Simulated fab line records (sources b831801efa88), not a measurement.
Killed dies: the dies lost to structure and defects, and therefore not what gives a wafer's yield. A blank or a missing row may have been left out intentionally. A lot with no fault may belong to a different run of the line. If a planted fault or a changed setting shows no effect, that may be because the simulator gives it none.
Matching of chambers | flow sky130 | rie diel-02 running SKY_POLY_CUT_ETCH_10: 4 sister chambers
The step etches BARC in N2/H2, stops on SiO2, time 45.9 s, target depth 60 nm. 8 wafers are shown with their chamber, then 7 later ones without.

WAFERS, EACH WITH ITS CHAMBER
wafer  | chamber | drypump motor current A (A) | n2 flow sccm (sccm)
L282.3 | 0       | 6.2                         | 99.94
L282.5 | 3       | 5.6                         | 100.07
L284.2 | 3       | 5.6                         | 100.24
L288.2 | 2       | 6.3                         | 99.90
L288.3 | 0       | 6.2                         | 100.66
L288.4 | 1       | 6.6                         | 100.14
L291.3 | 2       | 6.3                         | 99.52
L291.4 | 1       | 6.5                         | 100.28

WAFERS WHOSE CHAMBER IS MISSING
wafer  | drypump motor current A (A) | n2 flow sccm (sccm)
L291.6 | 6.6                         | 99.91
L292.3 | 6.6                         | 99.79
L292.5 | 5.6                         | 100.26
L292.6 | 6.3                         | 99.85
L301.1 | 5.6                         | 99.33
L301.2 | 6.3                         | 100.06
L301.4 | 6.6                         | 100.04

CHAMBER TAKEN BY EACH
wafer  | from the rows above     | in truth
L291.6 | 1                       | 1
L292.3 | 1                       | 1
L292.5 | 3                       | 3
L292.6 | 2                       | 2
L301.1 | 3                       | 3
L301.2 | can't be placed: 2 or 0 | 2
L301.4 | 1                       | 1
Correct placement for 6 of the 7. Can't be placed from these rows: 1 (the true chamber is among the candidates in 1). Placed wrongly: 0.
How it was worked out, from the rows above alone: a wafer's distance from a chamber is the root of the sum, over the readings, of the square of ((its reading less the chamber's mean) divided by the reading's scatter). If the next closest chamber is less than 2 further off than the closest, the wafer can't be placed; otherwise it belongs to the closest. For every chamber, the mean is computed from those of its wafers that are shown. The scatter: the root of (the sum of the squares of (reading less its chamber's mean) over the shown wafers, divided by (wafers less chambers)).
